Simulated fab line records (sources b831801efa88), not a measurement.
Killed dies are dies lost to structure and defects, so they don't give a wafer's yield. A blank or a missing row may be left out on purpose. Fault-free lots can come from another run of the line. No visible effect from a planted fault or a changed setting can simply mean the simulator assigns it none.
Which tool did it?    flow sfq line    Sampling: 13 lots, 39 wafers, 4 of 325 route steps

WHAT THE GAUGES READ, wafer by wafer
No reading from a measuring or inspecting step in the record can be judged against a usual standard deviation.

WHICH TOOL RAN EACH LOT (tool, then ch and the chambers of the sampled wafers, then the start)
lot   SFQ_TRILAYER_I2_VIA_STRIP_STRIP_071  SFQ_TRILAYER_I3_VIA_ETCH_VIA_ETCH_088  SFQ_TRILAYER_M5_BARC_OPEN_METAL_ETCH_161  SFQ_TRILAYER_C5_STRIP_STRIP_155
L359  rie metal-02 ch 0, day 24 16:17      rie diel-04 ch 0,1,3, day 32 10:35     rie metal-04 ch 0,1, day 49 18:58         rie metal-01 ch 0,1, day 60 21:31
L360  rie metal-01 ch 1, day 24 19:59      rie diel-03 ch 0,1,2, day 37 13:03     rie metal-03 ch 0,1, day 50 02:49         rie metal-01 ch 0,1, day 61 01:07
L361  rie metal-02 ch 0, day 24 23:59      rie diel-03 ch 0,3, day 37 15:27       rie metal-03 ch 0,1, day 50 04:02         rie metal-02 ch 0,1, day 61 07:19
L362  rie metal-02 ch 0,1, day 25 20:22    rie diel-03 ch 0,2,3, day 38 02:07     rie metal-01 ch 0,1, day 55 09:07         rie metal-01 ch 0,1, day 61 09:43
L366  rie metal-04 ch 0,1, day 38 04:45    rie diel-02 ch 0,2,3, day 45 12:20     rie metal-01 ch 0, day 56 18:50           rie metal-01 ch 1, day 64 05:16
L367  rie metal-04 ch 0,1, day 39 07:16    rie diel-03 ch 0,1,3, day 46 10:51     rie metal-04 ch 0,1, day 58 18:21         rie metal-03 ch 0,1, day 69 16:20
L369  rie metal-01 ch 0,1, day 39 23:04    rie diel-02 ch 0,1,2, day 46 19:21     rie metal-03 ch 0,1, day 58 20:46         rie metal-02 ch 0,1, day 69 22:32
L370  rie metal-02 ch 0,1, day 40 01:28    rie diel-03 ch 0,1, day 47 06:52       rie metal-03 ch 0,1, day 63 15:04         rie metal-01 ch 0,1, day 71 12:55
L371  rie metal-02 ch 0,1, day 40 06:04    rie diel-03 ch 0,1,3, day 47 11:40     rie metal-04 ch 1, day 63 17:28           rie metal-01 ch 0,1, day 71 15:14
L372  rie metal-02 ch 0,1, day 41 00:24    rie diel-04 ch 2,3, day 52 05:06       rie metal-04 ch 1, day 63 19:42           rie metal-03 ch 0,1, day 73 01:02
L374  rie metal-02 ch 0,1, day 42 01:19    rie diel-03 ch 0,3, day 52 17:06       rie metal-01 ch 1, day 64 19:19           rie metal-01 ch 0, day 73 23:38
L379  rie metal-01 ch 0,1, day 43 21:51    rie diel-04 ch 1,3, day 54 07:48       rie metal-03 ch 0, day 65 15:51           rie metal-03 ch 0,1, day 75 06:50
L381  rie metal-01 ch 0,1, day 44 12:15    rie diel-03 ch 0,1,2, day 55 03:08     rie metal-03 ch 0,1, day 66 07:04         rie metal-02 ch 0,1, day 75 23:38
- SFQ_TRILAYER_I2_VIA_STRIP_STRIP_071: strips in O2.
- SFQ_TRILAYER_I3_VIA_ETCH_VIA_ETCH_088: etches SiO2 in CHF3, stops on Nb, target depth 260 nm.
- SFQ_TRILAYER_M5_BARC_OPEN_METAL_ETCH_161: etches BARC in O2, target depth 125 nm, time 41.7 s.
- SFQ_TRILAYER_C5_STRIP_STRIP_155: strips in O2.

WHAT THE TOOLS THEMSELVES READ (means of the sampled wafers that have a number; where no wafer has one, the mark that the record gives instead)
SFQ_TRILAYER_I2_VIA_STRIP_STRIP_071.
lot   tool          drypump motor current A (A)  oes product au (a.u.)
L359  rie metal-02  4.8                          1.016
L360  rie metal-01  6.0                          0.996
L361  rie metal-02  4.8                          1.006
L362  rie metal-02  5.6                          0.995
L366  rie metal-04  5.4                          1.002
L367  rie metal-04  5.8                          0.989
L369  rie metal-01  6.0                          0.988
L370  rie metal-02  5.2                          1.006
L371  rie metal-02  5.2                          1.003
L372  rie metal-02  5.6                          1.002
L374  rie metal-02  5.2                          1.003
L379  rie metal-01  5.9                          1.002
L381  rie metal-01  6.0                          0.998

SFQ_TRILAYER_I3_VIA_ETCH_VIA_ETCH_088.
lot   tool         drypump motor current A (A)  oes product au (a.u.)
L359  rie diel-04  5.8                          0.857
L360  rie diel-03  5.6                          0.854
L361  rie diel-03  5.5                          0.859
L362  rie diel-03  5.8                          0.849
L366  rie diel-02  5.4                          0.852
L367  rie diel-03  5.7                          0.846
L369  rie diel-02  5.2                          0.852
L370  rie diel-03  5.3                          0.853
L371  rie diel-03  5.7                          0.855
L372  rie diel-04  5.8                          0.854
L374  rie diel-03  5.9                          0.845
L379  rie diel-04  5.8                          0.850
L381  rie diel-03  5.6                          0.857

SFQ_TRILAYER_M5_BARC_OPEN_METAL_ETCH_161.
lot   tool          drypump motor current A (A)  oes product au (a.u.)  run length s (s)
L359  rie metal-04  5.8                          0.684                  70.0
L360  rie metal-03  6.4                          0.683                  69.5
L361  rie metal-03  6.4                          0.689                  69.2
L362  rie metal-01  6.0                          0.685                  69.8
L366  rie metal-01  5.9                          0.687                  70.0
L367  rie metal-04  5.8                          0.684                  70.2
L369  rie metal-03  6.3                          0.691                  69.4
L370  rie metal-03  6.4                          0.686                  69.0
L371  rie metal-04  5.0                          0.681                  70.1
L372  rie metal-04  5.0                          0.663                  74.1
L374  rie metal-01  6.1                          0.685                  69.3
L379  rie metal-03  6.3                          0.690                  69.7
L381  rie metal-03  6.4                          0.684                  69.4

SFQ_TRILAYER_C5_STRIP_STRIP_155.
lot   tool          drypump motor current A (A)  oes product au (a.u.)
L359  rie metal-01  5.9                          1.002
L360  rie metal-01  6.0                          1.006
L361  rie metal-02  5.6                          0.999
L362  rie metal-01  5.9                          1.009
L366  rie metal-01  6.1                          1.006
L367  rie metal-03  6.4                          0.994
L369  rie metal-02  5.2                          1.014
L370  rie metal-01  5.9                          0.993
L371  rie metal-01  6.0                          1.003
L372  rie metal-03  6.4                          0.991
L374  rie metal-01  5.9                          1.001
L379  rie metal-03  6.4                          1.000
L381  rie metal-02  5.2                          1.000

THE ANSWER, worked out from the rows above alone
Rule: the usual values come from the lots themselves. Put in order of their means at a reading, lots are off if they are a third of the lots or fewer, leave a main group of 4 or more, and stand apart from it by a gap of 3 or more times the standard deviation of the main group's means; of several such gaps the widest counts. A main group whose means are all the same, to the digits that the tables above print for the reading, isn't used. A lot without any number at a reading at which 4 lots or more have one is off too. Where the step has rows for the other lots, those lots are counted as sound. After the gauges, taken in route order, come the tools' own readings; for these a lot's mean is taken, as printed above. The first step at which some lot is off is used, and at that step the reading that is off furthest; a lot without a number counts as furthest.
Off: L372, at SFQ_TRILAYER_M5_BARC_OPEN_METAL_ETCH_161 (run length s). The main group has a mean of 69.6 s with a standard deviation of 0.37.
If a tool, at that step or one of the process steps before it, ran each lot that is off and ran no sound lot following the first of them, it fits. One fits: SFQ_TRILAYER_M5_BARC_OPEN_METAL_ETCH_161 on rie metal-04. Its last sound lot is L371 (day 63 17:28), its first lot that is off L372 (day 63 19:42): a fault that began between those two fits.
The tool's own readings at SFQ_TRILAYER_M5_BARC_OPEN_METAL_ETCH_161 bear it out: on the lots that are off they differ by more than 5 times the standard deviation of the sound lots' means. oes product au reads 0.663 a.u. there against 0.686 a.u. on the sound lots; run length s reads 74.1 s there against 69.6 s on the sound lots.

WHAT WAS PUT IN BY THE SIMULATOR
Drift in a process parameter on rie metal-04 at SFQ_TRILAYER_M5_BARC_OPEN_METAL_ETCH_161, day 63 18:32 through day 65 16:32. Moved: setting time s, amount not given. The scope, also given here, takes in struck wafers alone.
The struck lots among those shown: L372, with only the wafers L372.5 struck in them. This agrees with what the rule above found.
